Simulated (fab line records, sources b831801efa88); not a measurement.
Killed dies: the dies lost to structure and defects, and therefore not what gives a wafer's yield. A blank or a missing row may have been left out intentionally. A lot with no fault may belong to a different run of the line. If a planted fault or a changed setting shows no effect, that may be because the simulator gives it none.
Which tool is to blame? :: flow sky130 :: 45 wafers from 15 lots sampled at 5 of the route's 708 steps

## WHAT THE GAUGES SHOWED, per wafer
SKY_GATE_OXIDE_OVL_MEAS_10. Usual: for GATE_OXIDE_OVL the level is 1.7 nm and the standard deviation is 1.5.
lot: L771
measured: day 14 03:59
on: overlay-01
GATE_OXIDE_OVL (nm): 1.0 2.1 4.9
flag: 

lot: L774
measured: day 15 03:21
on: overlay-02
GATE_OXIDE_OVL (nm): 0.7 0.9 -0.1
flag: 

lot: L773
measured: day 15 03:38
on: overlay-02
GATE_OXIDE_OVL (nm): 4.0 1.0 2.7
flag: 

lot: L775
measured: day 15 08:16
on: overlay-01
GATE_OXIDE_OVL (nm): 3.1 0.7 2.5
flag: 

lot: L776
measured: day 15 17:59
on: overlay-02
GATE_OXIDE_OVL (nm): 1.8 1.8 1.2
flag: 

lot: L777
measured: day 16 02:40
on: overlay-02
GATE_OXIDE_OVL (nm): 4.6 1.4 2.2
flag: 

lot: L781
measured: day 17 14:17
on: overlay-02
GATE_OXIDE_OVL (nm): 0.3 3.0 1.8
flag: 

lot: L782
measured: day 17 18:36
on: overlay-02
GATE_OXIDE_OVL (nm): 1.3 -0.1 -1.9
flag: 

lot: L784
measured: day 18 08:54
on: overlay-02
GATE_OXIDE_OVL (nm): 3.8 4.2 2.4
flag: 

lot: L785
measured: day 18 16:49
on: overlay-02
GATE_OXIDE_OVL (nm): 3.1 1.1 3.9
flag: 

lot: L786
measured: day 19 02:01
on: overlay-01
GATE_OXIDE_OVL (nm): -1.5 0.2 0.0
flag: 

lot: L787
measured: day 19 10:08
on: overlay-01
GATE_OXIDE_OVL (nm): 0.7 0.4 1.6
flag: 

lot: L788
measured: day 19 18:44
on: overlay-01
GATE_OXIDE_OVL (nm): 2.1 1.8 3.0
flag: 

lot: L790
measured: day 20 09:33
on: overlay-01
GATE_OXIDE_OVL (nm): -1.7 -0.7 -1.6
flag: 

lot: L793
measured: day 21 12:46
on: overlay-02
GATE_OXIDE_OVL (nm): 2.5 3.3 3.3
flag: 

SKY_POLY_GATE_THK_MEAS_01. Usual: for POLY_GATE_CVD_00_THK the level is 181.1 nm and the standard deviation is 1.4.
lot: L771
measured: day 14 12:29
on: film metro-01
POLY_GATE_CVD_00_THK (nm): 181.7 180.5 182.7
flag: 

lot: L774
measured: day 15 06:45
on: film metro-04
POLY_GATE_CVD_00_THK (nm): 181.4 180.1 180.0
flag: 

lot: L773
measured: day 15 08:17
on: film metro-04
POLY_GATE_CVD_00_THK (nm): 181.6 180.5 182.4
flag: 

lot: L775
measured: day 15 12:07
on: film metro-04
POLY_GATE_CVD_00_THK (nm): 179.2 179.5 179.5
flag: 

lot: L776
measured: day 15 21:19
on: film metro-04
POLY_GATE_CVD_00_THK (nm): 183.1 181.6 182.3
flag: 

lot: L777
measured: day 16 06:36
on: film metro-04
POLY_GATE_CVD_00_THK (nm): 181.6 182.4 182.1
flag: 

lot: L781
measured: day 17 17:32
on: film metro-04
POLY_GATE_CVD_00_THK (nm): 182.1 182.6 181.6
flag: 

lot: L782
measured: day 17 23:13
on: film metro-01
POLY_GATE_CVD_00_THK (nm): 183.1 184.5 185.2
flag: 

lot: L784
measured: day 18 12:38
on: film metro-02
POLY_GATE_CVD_00_THK (nm): 182.4 182.1 182.1
flag: 

lot: L785
measured: day 18 20:23
on: film metro-01
POLY_GATE_CVD_00_THK (nm): 180.8 179.5 180.4
flag: 

lot: L786
measured: day 19 05:16
on: film metro-02
POLY_GATE_CVD_00_THK (nm): 183.4 180.8 179.5
flag: 

lot: L787
measured: day 19 14:36
on: film metro-01
POLY_GATE_CVD_00_THK (nm): 177.6 177.3 179.1
flag: 

lot: L788
measured: day 19 22:35
on: film metro-02
POLY_GATE_CVD_00_THK (nm): 180.9 179.9 179.4
flag: 

lot: L790
measured: day 20 13:56
on: film metro-04
POLY_GATE_CVD_00_THK (nm): 180.1 181.2 180.6
flag: 

lot: L793
measured: day 21 15:59
on: film metro-02
POLY_GATE_CVD_00_THK (nm): 179.7 179.8 179.6
flag: 

SKY_POLY_GATE_THK_MEAS_21. Usual: for POLY_GATE_OXIDATION_THK the level is 3.99 nm and the standard deviation is 0.074.
lot: L771
measured: day 16 23:12
on: film metro-02
POLY_GATE_OXIDATION_THK (nm): 4.08 4.08 4.05
flag: 

lot: L774
measured: day 17 20:29
on: film metro-01
POLY_GATE_OXIDATION_THK (nm): 3.99 3.98 3.91
flag: 

lot: L773
measured: day 17 22:13
on: film metro-01
POLY_GATE_OXIDATION_THK (nm): 3.99 3.97 3.92
flag: 

lot: L775
measured: day 18 02:48
on: film metro-04
POLY_GATE_OXIDATION_THK (nm): 3.95 3.85 3.85
flag: 

lot: L776
measured: day 18 12:41
on: film metro-04
POLY_GATE_OXIDATION_THK (nm): 4.05 4.14 4.11
flag: 

lot: L777
measured: day 18 21:03
on: film metro-02
POLY_GATE_OXIDATION_THK (nm): 4.02 4.00 3.98
flag: 

lot: L781
measured: day 20 11:13
on: film metro-01
POLY_GATE_OXIDATION_THK (nm): 3.92 3.82 3.92
flag: 

lot: L782
measured: day 20 16:17
on: film metro-02
POLY_GATE_OXIDATION_THK (nm): 4.08 4.05 4.02
flag: 

lot: L784
measured: day 21 05:46
on: film metro-04
POLY_GATE_OXIDATION_THK (nm): 4.03 4.00 4.01
flag: 

lot: L785
measured: day 21 13:49
on: film metro-04
POLY_GATE_OXIDATION_THK (nm): 4.13 4.03 4.05
flag: 

lot: L786
measured: day 21 22:01
on: film metro-02
POLY_GATE_OXIDATION_THK (nm): 3.93 3.94 3.89
flag: 

lot: L787
measured: day 22 07:13
on: film metro-02
POLY_GATE_OXIDATION_THK (nm): 4.06 4.09 4.08
flag: 

lot: L788
measured: day 22 16:22
on: film metro-01
POLY_GATE_OXIDATION_THK (nm): 4.00 3.96 4.00
flag: 

lot: L790
measured: day 23 07:06
on: film metro-01
POLY_GATE_OXIDATION_THK (nm): 4.02 4.07 4.01
flag: 

lot: L793
measured: day 24 11:18
on: film metro-01
POLY_GATE_OXIDATION_THK (nm): 3.93 4.01 3.90
flag: 

SKY_VIA1_THK_MEAS_01. Usual: for VIA1_HDPCVD_THK the level is 1036 nm and the standard deviation is 12.
lot: L771
measured: day 33 09:58
on: film metro-02
VIA1_HDPCVD_THK (nm): 1042 1048 1055
flag: 

lot: L774
measured: day 34 03:13
on: film metro-02
VIA1_HDPCVD_THK (nm): 1025 1035 1030
flag: 

lot: L773
measured: day 34 05:44
on: film metro-04
VIA1_HDPCVD_THK (nm): 1029 1041 1035
flag: 

lot: L775
measured: day 34 09:11
on: film metro-01
VIA1_HDPCVD_THK (nm): 1008 1013 1025
flag: 

lot: L776
measured: day 34 20:08
on: film metro-02
VIA1_HDPCVD_THK (nm): 1059 1050 1043
flag: 

lot: L777
measured: day 35 01:56
on: film metro-01
VIA1_HDPCVD_THK (nm): 1048 1056 1050
flag: 

lot: L781
measured: day 36 11:55
on: film metro-01
VIA1_HDPCVD_THK (nm): 1026 1040 1031
flag: 

lot: L782
measured: day 36 15:28
on: film metro-01
VIA1_HDPCVD_THK (nm): 1036 1027 1022
flag: 

lot: L784
measured: day 36 23:22
on: film metro-01
VIA1_HDPCVD_THK (nm): 377 377 1031
flag: OFF

lot: L785
measured: day 37 10:37
on: film metro-04
VIA1_HDPCVD_THK (nm): 1034 1033 1048
flag: 

lot: L786
measured: day 37 15:40
on: film metro-02
VIA1_HDPCVD_THK (nm): 377 1059 1035
flag: OFF

lot: L787
measured: day 37 22:51
on: film metro-01
VIA1_HDPCVD_THK (nm): 1027 364 368
flag: OFF

lot: L788
measured: day 38 04:07
on: film metro-04
VIA1_HDPCVD_THK (nm): 1016 1037 1038
flag: 

lot: L790
measured: day 38 20:02
on: film metro-04
VIA1_HDPCVD_THK (nm): 1052 1029 1045
flag: 

lot: L793
measured: day 39 18:46
on: film metro-02
VIA1_HDPCVD_THK (nm): 1041 1007 1023
flag: 

## EACH LOT AND THE TOOL THAT RAN IT (in order: tool; ch and the chambers of the sampled wafers; start)
lot: L771
SKY_VIA1_HDPCVD_00: hdpcvd-02 ch 0,1, day 33 09:50

lot: L774
SKY_VIA1_HDPCVD_00: hdpcvd-01 ch 1,2, day 34 03:05

lot: L773
SKY_VIA1_HDPCVD_00: hdpcvd-01 ch 1,2, day 34 05:37

lot: L775
SKY_VIA1_HDPCVD_00: hdpcvd-01 ch 0,1,2, day 34 09:04

lot: L776
SKY_VIA1_HDPCVD_00: hdpcvd-02 ch 1,2, day 34 20:01

lot: L777
SKY_VIA1_HDPCVD_00: hdpcvd-02 ch 0,1,2, day 35 01:50

lot: L781
SKY_VIA1_HDPCVD_00: hdpcvd-01 ch 1,2, day 36 11:47

lot: L782
SKY_VIA1_HDPCVD_00: hdpcvd-01 ch 0,1,2, day 36 15:20

lot: L784
SKY_VIA1_HDPCVD_00: hdpcvd-02 ch 0,1, day 36 23:14

lot: L785
SKY_VIA1_HDPCVD_00: hdpcvd-01 ch 0,1,2, day 37 10:31

lot: L786
SKY_VIA1_HDPCVD_00: hdpcvd-02 ch 0,2, day 37 15:31

lot: L787
SKY_VIA1_HDPCVD_00: hdpcvd-02 ch 1,2, day 37 22:44

lot: L788
SKY_VIA1_HDPCVD_00: hdpcvd-01 ch 0,2, day 38 03:59

lot: L790
SKY_VIA1_HDPCVD_00: hdpcvd-01 ch 0,1,2, day 38 19:55

lot: L793
SKY_VIA1_HDPCVD_00: hdpcvd-01 ch 0,1,2, day 39 18:38
- SKY_VIA1_HDPCVD_00: deposits SiO2, target thk 1030 nm, time 171.7 s.

## WHAT THE TOOLS THEMSELVES READ (means of the sampled wafers that have a number; where no wafer has one, the mark that the record gives instead)
The record holds no such reading with a usual standard deviation.

## THE ANSWER, worked out from the rows above alone
Rule: take the mean of a lot's wafers that have a number; if it is more than 3 standard deviations from the usual mean, the lot is off. Also off: a lot with no number at a reading for which 4 or more lots have one. The other lots that the step has rows for count as sound. After the gauges, taken in route order, come the tools' own readings; for these a lot's mean is taken, as printed above. The first step at which some lot is off is used, and at that step the reading that is off furthest; a lot without a number counts as furthest.
Off: at SKY_VIA1_THK_MEAS_01 (VIA1_HDPCVD_THK), L784, L786, L787.
If a tool, at a process step before that reading, ran all the lots that are off and no sound lot after the first of them, it fits. Those tools and the gauges at SKY_VIA1_THK_MEAS_01 are tried in the same way. One fits: SKY_VIA1_HDPCVD_00 on hdpcvd-02. Its last sound lot is L777 (day 35 01:50), its first lot that is off L784 (day 36 23:14): a fault that began between those two fits.

## WHAT THE SIMULATOR HAD INSERTED
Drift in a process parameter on hdpcvd-02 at SKY_VIA1_HDPCVD_00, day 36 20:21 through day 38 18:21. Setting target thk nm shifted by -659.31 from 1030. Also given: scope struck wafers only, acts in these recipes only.
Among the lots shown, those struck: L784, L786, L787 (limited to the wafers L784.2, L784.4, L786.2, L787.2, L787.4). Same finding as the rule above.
